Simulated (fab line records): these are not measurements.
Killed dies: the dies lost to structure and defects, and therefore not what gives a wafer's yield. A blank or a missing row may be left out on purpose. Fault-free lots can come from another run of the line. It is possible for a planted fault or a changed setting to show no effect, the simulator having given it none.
Which tool is to blame? -- flow gf180mcu -- 24 lots, 72 wafers sampled, at 5 steps of a route of 602

== WHAT THE GAUGES SHOWED, per wafer ==
GF_V2_OVL_MEAS_15. Usual: V2_OVL typically reads 0 nm, with standard deviation 5.7.
lot,measured,on,V2_OVL (nm),flag
L074,day 20 17:29,overlay-01,10 15 12,
L075,day 20 21:07,overlay-02,-6 -9 -8,
L076,day 21 14:44,overlay-01,4 5 5,
L077,day 21 17:49,overlay-02,-1 1 -5,
L078,day 21 21:17,overlay-01,-6 -7 -6,
L079,day 22 17:53,overlay-02,-5 4 8,
L081,day 22 19:56,overlay-01,3 2 1,
L080,day 22 22:04,overlay-01,-5 -3 -1,
L082,day 23 17:59,overlay-01,-3 -9 -5,
L083,day 23 18:55,overlay-02,-1 -2 1,
L084,day 24 00:10,overlay-01,11 3 -1,
L085,day 24 03:48,overlay-01,-3 -4 2,
L086,day 24 23:23,overlay-01,-5 -11 -3,
L087,day 25 14:38,overlay-02,3 -3 2,
L088,day 25 14:44,overlay-01,-13 -1 -12,
L090,day 25 20:38,overlay-01,-4 0 2,
L089,day 25 22:14,overlay-02,1 11 7,
L091,day 26 10:02,overlay-02,-5 -3 -1,
L092,day 26 16:10,overlay-02,-3 -8 -1,
L093,day 26 16:11,overlay-01,1 -1 3,
L094,day 27 11:19,overlay-02,0 5 4,
L095,day 27 12:56,overlay-01,4 -7 -4,
L096,day 27 15:02,overlay-02,2 2 1,
L097,day 28 07:29,overlay-01,8 8 9,

GF_V4_OVL_MEAS_15. Usual: V4_OVL typically reads 2 nm, with standard deviation 5.1.
lot,measured,on,V4_OVL (nm),flag
L074,day 24 20:08,overlay-02,-2 -5 -5,
L075,day 24 23:38,overlay-02,-10 -12 -10,
L076,day 25 14:01,overlay-01,-4 -1 3,
L077,day 25 16:36,overlay-02,-3 6 0,
L078,day 25 21:53,overlay-01,-2 1 12,
L079,day 26 14:52,overlay-01,6 9 9,
L081,day 26 18:14,overlay-01,0 3 4,
L080,day 26 18:34,overlay-01,5 10 2,
L082,day 27 13:20,overlay-01,-6 0 -1,
L083,day 27 14:10,overlay-01,7 -4 0,
L084,day 27 19:52,overlay-02,-5 0 -9,
L085,day 27 20:53,overlay-01,-2 -2 -6,
L086,day 28 16:50,overlay-02,3 2 3,
L087,day 29 06:43,overlay-01,1 2 4,
L088,day 29 05:50,overlay-01,6 6 -2,
L090,day 29 11:35,overlay-01,13 6 3,
L089,day 29 14:08,overlay-02,-3 7 10,
L091,day 29 22:55,overlay-02,-3 -6 1,
L092,day 30 05:25,overlay-02,2 0 -7,
L093,day 30 05:44,overlay-02,3 6 3,
L094,day 30 21:49,overlay-01,3 5 4,
L095,day 31 00:00,overlay-01,5 0 5,
L096,day 31 03:32,overlay-02,6 7 9,
L097,day 31 15:23,overlay-01,5 -3 1,

GF_MIM_THK_MEAS_11: measures by xrf. Usual: MIM_ALCU_THK typically reads 207.4 nm, with standard deviation 2.3.
lot,measured,on,MIM_ALCU_THK (nm),flag
L074,day 24 22:04,film-metro-03,205.8 207.1 205.8,
L075,day 25 01:34,film-metro-03,207.2 207.7 208.5,
L076,day 25 15:59,film-metro-01,204.1 203.5 208.1,
L077,day 25 18:32,film-metro-01,207.3 208.1 209.7,
L078,day 25 23:50,film-metro-01,205.1 204.3 206.2,
L079,day 26 16:50,film-metro-03,207.1 210.2 206.1,
L081,day 26 20:10,film-metro-03,210.8 211.9 212.5,
L080,day 26 20:34,film-metro-03,208.5 210.0 207.1,
L082,day 27 15:19,film-metro-03,206.0 205.9 206.6,
L083,day 27 16:10,film-metro-01,208.3 209.5 210.0,
L084,day 27 21:48,film-metro-03,209.1 209.2 208.5,
L085,day 27 22:51,film-metro-03,207.1 209.2 207.8,
L086,day 28 18:59,film-metro-01,208.6 207.2 209.6,
L087,day 29 08:43,film-metro-02,208.4 205.1 204.5,
L088,day 29 07:48,film-metro-01,206.6 203.3 208.1,
L090,day 29 13:31,film-metro-02,208.2 211.6 211.7,
L089,day 29 16:05,film-metro-02,209.7 212.3 210.0,
L091,day 30 00:50,film-metro-01,209.3 208.4 207.2,
L092,day 30 07:22,film-metro-01,201.5 202.5 202.4,
L093,day 30 07:44,film-metro-02,204.8 204.5 207.9,
L094,day 30 23:49,film-metro-02,209.6 208.9 208.8,
L095,day 31 01:58,film-metro-01,206.3 206.7 206.8,
L096,day 31 05:30,film-metro-01,206.5 204.5 205.7,
L097,day 31 17:20,film-metro-03,206.2 207.6 208.2,

== WHAT TOOL EACH LOT RAN ON (gives the tool, then ch and the chambers of the sampled wafers, and finally the start) ==
lot,GF_V2_SPUTTER_22,GF_M3_SPUTTER_00
L074,"pvd-sputter-04, day 20 18:40","pvd-sputter-02, day 20 19:18"
L075,"pvd-sputter-01, day 20 22:13","pvd-sputter-02, day 20 22:51"
L076,"pvd-sputter-03, day 21 15:30","pvd-sputter-03, day 21 16:08"
L077,"pvd-sputter-03, day 21 18:37","pvd-sputter-01, day 21 19:14"
L078,"pvd-sputter-03, day 21 22:02","pvd-sputter-03, day 21 22:40"
L079,"pvd-sputter-04, day 22 18:41","pvd-sputter-03, day 22 19:19"
L081,"pvd-sputter-01, day 22 20:41","pvd-sputter-03, day 22 21:19"
L080,"pvd-sputter-01, day 22 22:52","pvd-sputter-02, day 22 23:29"
L082,"pvd-sputter-04, day 23 18:45","pvd-sputter-01, day 23 19:35"
L083,"pvd-sputter-04, day 23 19:43","pvd-sputter-01, day 23 20:31"
L084,"pvd-sputter-03, day 24 00:59","pvd-sputter-01, day 24 01:46"
L085,"pvd-sputter-04, day 24 04:35","pvd-sputter-03, day 24 05:13"
L086,"pvd-sputter-03, day 25 00:37","pvd-sputter-03, day 25 01:15"
L087,"pvd-sputter-03, day 25 15:31","pvd-sputter-02, day 25 16:11"
L088,"pvd-sputter-01, day 25 15:31","pvd-sputter-03, day 25 16:08"
L090,"pvd-sputter-01, day 25 21:23","pvd-sputter-02, day 25 22:02"
L089,"pvd-sputter-04, day 25 22:59","pvd-sputter-02, day 25 23:38"
L091,"pvd-sputter-03, day 26 10:49","pvd-sputter-01, day 26 11:28"
L092,"pvd-sputter-04, day 26 16:56","pvd-sputter-01, day 26 17:34"
L093,"pvd-sputter-03, day 26 16:59","pvd-sputter-02, day 26 17:40"
L094,"pvd-sputter-03, day 27 12:05","pvd-sputter-02, day 27 12:43"
L095,"pvd-sputter-04, day 27 13:41","pvd-sputter-01, day 27 14:19"
L096,"pvd-sputter-04, day 27 15:52","pvd-sputter-02, day 27 16:45"
L097,"pvd-sputter-01, day 28 08:14","pvd-sputter-03, day 28 08:58"
- GF_V2_SPUTTER_22: material TiN, target thk 10 nm, time 40 s.
- GF_M3_SPUTTER_00: material Ti, target thk 37.5 nm, time 150 s.

== WHAT THE TOOLS THEMSELVES READ (means of the sampled wafers that have a number; where no wafer has one, the mark that the record gives instead) ==
GF_V2_SPUTTER_22. Usual: throttle-valve-pct 30.2 %, standard deviation 1.5.
lot,tool,throttle-valve-pct (%),flag
L074,pvd-sputter-04,30.2,
L075,pvd-sputter-01,29.9,
L076,pvd-sputter-03,30.6,
L077,pvd-sputter-03,30.7,
L078,pvd-sputter-03,30.3,
L079,pvd-sputter-04,30.5,
L081,pvd-sputter-01,27.7,
L080,pvd-sputter-01,29.3,
L082,pvd-sputter-04,29.8,
L083,pvd-sputter-04,31.2,
L084,pvd-sputter-03,30.0,
L085,pvd-sputter-04,30.6,
L086,pvd-sputter-03,30.7,
L087,pvd-sputter-03,30.3,
L088,pvd-sputter-01,30.4,
L090,pvd-sputter-01,30.0,
L089,pvd-sputter-04,31.2,
L091,pvd-sputter-03,30.4,
L092,pvd-sputter-04,30.6,
L093,pvd-sputter-03,30.2,
L094,pvd-sputter-03,29.3,
L095,pvd-sputter-04,31.0,
L096,pvd-sputter-04,30.8,
L097,pvd-sputter-01,29.2,

GF_M3_SPUTTER_00. Usual: throttle-valve-pct 30.1 %, standard deviation 1.5.
lot,tool,throttle-valve-pct (%),flag
L074,pvd-sputter-02,30.7,
L075,pvd-sputter-02,30.4,
L076,pvd-sputter-03,29.6,
L077,pvd-sputter-01,29.5,
L078,pvd-sputter-03,29.5,
L079,pvd-sputter-03,30.5,
L081,pvd-sputter-03,30.3,
L080,pvd-sputter-02,30.5,
L082,pvd-sputter-01,30.2,
L083,pvd-sputter-01,27.4,
L084,pvd-sputter-01,30.3,
L085,pvd-sputter-03,30.2,
L086,pvd-sputter-03,31.5,
L087,pvd-sputter-02,30.8,
L088,pvd-sputter-03,30.1,
L090,pvd-sputter-02,29.9,
L089,pvd-sputter-02,30.0,
L091,pvd-sputter-01,29.9,
L092,pvd-sputter-01,28.2,
L093,pvd-sputter-02,30.8,
L094,pvd-sputter-02,30.7,
L095,pvd-sputter-01,29.3,
L096,pvd-sputter-02,29.7,
L097,pvd-sputter-03,30.4,

== THE ANSWER, worked out from the rows above alone ==
Rule: take the mean of a lot's wafers that have a number; if it is more than 3 standard deviations from the usual mean, the lot is off. Also off: a lot with no number at a reading for which 4 or more lots have one. Any other lot the step has rows for is counted as sound. First the gauges in route order, then the tools' own readings, where a lot's mean is used as printed above. At the first step where some lot is off, the reading lying furthest off is the one used; lots without a number count as furthest.
No lot is off on any of the readings shown, so nothing can be concluded from this.

== WHAT THE SIMULATOR PUT IN ==
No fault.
